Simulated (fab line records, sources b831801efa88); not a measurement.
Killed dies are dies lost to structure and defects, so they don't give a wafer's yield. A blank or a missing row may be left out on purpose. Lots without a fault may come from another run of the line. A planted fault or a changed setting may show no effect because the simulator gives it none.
Which tool did it? | flow gf180mcu | 11 lots, 33 wafers sampled, at 6 steps of a route of 602

WHAT THE GAUGES READ, wafer by wafer
GF_V3_THK_MEAS_03.
lot  | measured     | on            | V3_CVD_02_THK (nm)
L441 | day 21 08:40 | film_metro-02 | 855 837 856
L443 | day 22 07:21 | film_metro-02 | 857 839 865
L445 | day 22 22:33 | film_metro-03 | 851 845 861
L446 | day 23 06:17 | film_metro-02 | 835 859 854
L449 | day 24 17:17 | film_metro-04 | 846 834 875
L450 | day 24 19:02 | film_metro-02 | 837 849 847
L451 | day 24 23:22 | film_metro-03 | 857 857 870
L453 | day 25 17:32 | film_metro-02 | 842 847 854
L455 | day 26 01:27 | film_metro-02 | 727 746 859
L456 | day 26 18:09 | film_metro-03 | 732 833 845
L464 | day 29 08:53 | film_metro-02 | 852 843 876

GF_V3_BOW_MEAS_05.
lot  | measured     | on            | V3_BOW (um)
L441 | day 21 09:02 | film_metro-02 | 115 107 106
L443 | day 22 07:43 | film_metro-03 | 120 118 126
L445 | day 22 22:55 | film_metro-04 | 121 120 128
L446 | day 23 06:40 | film_metro-04 | 112 107 115
L449 | day 24 17:39 | film_metro-03 | 117 109 116
L450 | day 24 19:25 | film_metro-04 | 121 112 115
L451 | day 24 23:44 | film_metro-04 | 120 129 114
L453 | day 25 18:06 | film_metro-03 | 113 113 111
L455 | day 26 01:49 | film_metro-04 | 114 103 115
L456 | day 26 18:31 | film_metro-02 | 126 126 123
L464 | day 29 09:15 | film_metro-03 | 115 109 110

WHICH TOOL RAN EACH LOT (tool, then ch and the chambers of the sampled wafers, then the start)
lot  | GF_V2_SPUTTER_22             | GF_M3_SPUTTER_01             | GF_V3_CVD_02                    | GF_V3_CMP_04
L441 | pvd_sputter-03, day 20 06:48 | pvd_sputter-02, day 20 07:32 | pecvd-02 ch 0,2, day 21 08:36   | cmp-02 ch 1,2, day 21 08:47
L443 | pvd_sputter-01, day 21 06:02 | pvd_sputter-04, day 21 06:46 | pecvd-03 ch 0,1,2, day 22 07:17 | cmp-02 ch 1,2, day 22 07:25
L445 | pvd_sputter-01, day 21 21:43 | pvd_sputter-04, day 21 22:27 | pecvd-03 ch 0,2, day 22 22:29   | cmp-02 ch 1,2,3, day 22 22:40
L446 | pvd_sputter-01, day 22 05:21 | pvd_sputter-04, day 22 06:05 | pecvd-02 ch 0,1,2, day 23 06:11 | cmp-02 ch 0,3, day 23 06:19
L449 | pvd_sputter-04, day 23 10:20 | pvd_sputter-02, day 23 11:10 | pecvd-01 ch 0,1,2, day 24 17:13 | cmp-02 ch 1,2,3, day 24 17:27
L450 | pvd_sputter-03, day 23 18:47 | pvd_sputter-04, day 23 19:31 | pecvd-03 ch 0,1, day 24 18:57   | cmp-01 ch 1,2, day 24 19:05
L451 | pvd_sputter-03, day 24 01:02 | pvd_sputter-02, day 24 01:46 | pecvd-02 ch 0,2, day 24 23:18   | cmp-02 ch 0,1, day 24 23:29
L453 | pvd_sputter-03, day 24 18:17 | pvd_sputter-01, day 24 19:01 | pecvd-02 ch 0,2, day 25 17:28   | cmp-02 ch 1,2, day 25 17:51
L455 | pvd_sputter-03, day 25 02:05 | pvd_sputter-02, day 25 02:49 | pecvd-02 ch 0,1,2, day 26 01:23 | cmp-01 ch 0,3, day 26 01:31
L456 | pvd_sputter-03, day 25 19:00 | pvd_sputter-04, day 25 20:18 | pecvd-02 ch 0,1,2, day 26 18:04 | cmp-01 ch 0,2, day 26 18:12
L464 | pvd_sputter-03, day 28 12:04 | pvd_sputter-02, day 28 12:48 | pecvd-01 ch 0,1,2, day 29 08:49 | cmp-02 ch 1,2, day 29 08:57
- GF_V2_SPUTTER_22: material TiN, target thk 10 nm, time 40 s.
- GF_M3_SPUTTER_01: material TiN, target thk 30 nm, time 25 s.
- GF_V3_CVD_02: deposits SiO2 from TEOS, target thk 850 nm, time 94.851 s.
- GF_V3_CMP_04: polishes SiO2.

WHAT THE TOOLS THEMSELVES READ (means of the sampled wafers that have a number; where no wafer has one, the mark that the record gives instead)
GF_V2_SPUTTER_22.
lot  | tool           | chamber_pressure_pa (Pa) | throttle_valve_pct (%)
L441 | pvd_sputter-03 | 4.998                    | 29.5
L443 | pvd_sputter-01 | 5.002                    | 30.1
L445 | pvd_sputter-01 | 5.006                    | 30.0
L446 | pvd_sputter-01 | 5.013                    | 30.2
L449 | pvd_sputter-04 | 5.008                    | 30.3
L450 | pvd_sputter-03 | 4.997                    | 29.5
L451 | pvd_sputter-03 | 4.999                    | 29.4
L453 | pvd_sputter-03 | 4.993                    | 29.6
L455 | pvd_sputter-03 | 4.998                    | 29.9
L456 | pvd_sputter-03 | 4.992                    | 29.7
L464 | pvd_sputter-03 | 4.995                    | 29.6

GF_M3_SPUTTER_01.
lot  | tool           | chamber_pressure_pa (Pa) | throttle_valve_pct (%)
L441 | pvd_sputter-02 | 0.3995                   | 30.3
L443 | pvd_sputter-04 | 0.4006                   | 30.4
L445 | pvd_sputter-04 | 0.3999                   | 30.4
L446 | pvd_sputter-04 | 0.3997                   | 30.8
L449 | pvd_sputter-02 | 0.4001                   | 29.7
L450 | pvd_sputter-04 | 0.3999                   | 30.3
L451 | pvd_sputter-02 | 0.3994                   | 30.0
L453 | pvd_sputter-01 | 0.3993                   | 29.7
L455 | pvd_sputter-02 | 0.3997                   | 29.4
L456 | pvd_sputter-04 | 0.3997                   | 30.3
L464 | pvd_sputter-02 | 0.4006                   | 29.9

GF_V3_CVD_02.
lot  | tool     | heater_power_w (W) | run_length_s (s) | susceptor_temp_C (C)
L441 | pecvd-02 | 668                | 122.9            | 399.90
L443 | pecvd-03 | 665                | 122.9            | 400.06
L445 | pecvd-03 | 686                | 122.5            | 399.75
L446 | pecvd-02 | 661                | 123.5            | 399.86
L449 | pecvd-01 | 656                | 122.6            | 399.78
L450 | pecvd-03 | 627                | 123.4            | 400.12
L451 | pecvd-02 | 652                | 123.3            | 400.14
L453 | pecvd-02 | 681                | 123.0            | 399.83
L455 | pecvd-02 | 714                | 115.4            | 400.09
L456 | pecvd-02 | 706                | 119.0            | 400.31
L464 | pecvd-01 | 648                | 122.5            | 399.95

GF_V3_CMP_04.
lot  | tool   | motor_current_A (A) | time_to_endpoint_s (s)
L441 | cmp-02 | 14.2                | 78
L443 | cmp-02 | 14.5                | 84
L445 | cmp-02 | 13.0                | 82
L446 | cmp-02 | 11.5                | 77
L449 | cmp-02 | 13.3                | 80
L450 | cmp-01 | 10.2                | 83
L451 | cmp-02 | 12.6                | 83
L453 | cmp-02 | 14.7                | 84
L455 | cmp-01 | 10.8                | 54
L456 | cmp-01 | 12.2                | 63
L464 | cmp-02 | 14.5                | 89

THE ANSWER, worked out from the rows above alone
Rule: what is usual is taken from the lots themselves. Put in order of their means at a reading, lots are off if they are a third of the lots or fewer, leave a main group of 4 or more, and stand apart from it by a gap of 3 or more times the standard deviation of the main group's means; of several such gaps the widest counts. A main group whose means are all the same, to the digits that the tables above print for the reading, isn't used. A lot without any number at a reading at which 4 lots or more have one is off too. The other lots that the step has rows for count as sound. The gauges are gone through in route order, then the tools' own readings, and for those a lot's mean is taken as printed above. The first step at which some lot is off is used, and at that step the reading that is off furthest; a lot without a number counts as furthest.
Off: L455, L456, at GF_V3_THK_MEAS_03 (V3_CVD_02_THK). The main group: mean 852 nm, standard deviation 4.8.
A tool fits if, at a process step before that reading, it ran every lot that is off, and no sound lot after the first of them. The gauges at GF_V3_THK_MEAS_03 aren't tried: what is off there is off at GF_V3_CVD_02 too, on other tools, and a gauge's error can't cause that. One fits: pecvd-02 at GF_V3_CVD_02. Its last sound lot is L453 (day 25 17:28), its first lot that is off L455 (day 26 01:23): a fault that began between those two fits.
The tool's own readings at GF_V3_CVD_02 bear it out: on the lots that are off they differ by more than 5 times the standard deviation of the sound lots' means. run_length_s reads 117.2 s there against 123.0 s on the sound lots.

WHAT THE SIMULATOR HAD PUT IN
Process parameter drift: pecvd-02, from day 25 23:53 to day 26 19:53, at GF_V3_CVD_02. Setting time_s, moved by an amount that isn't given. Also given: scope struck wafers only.
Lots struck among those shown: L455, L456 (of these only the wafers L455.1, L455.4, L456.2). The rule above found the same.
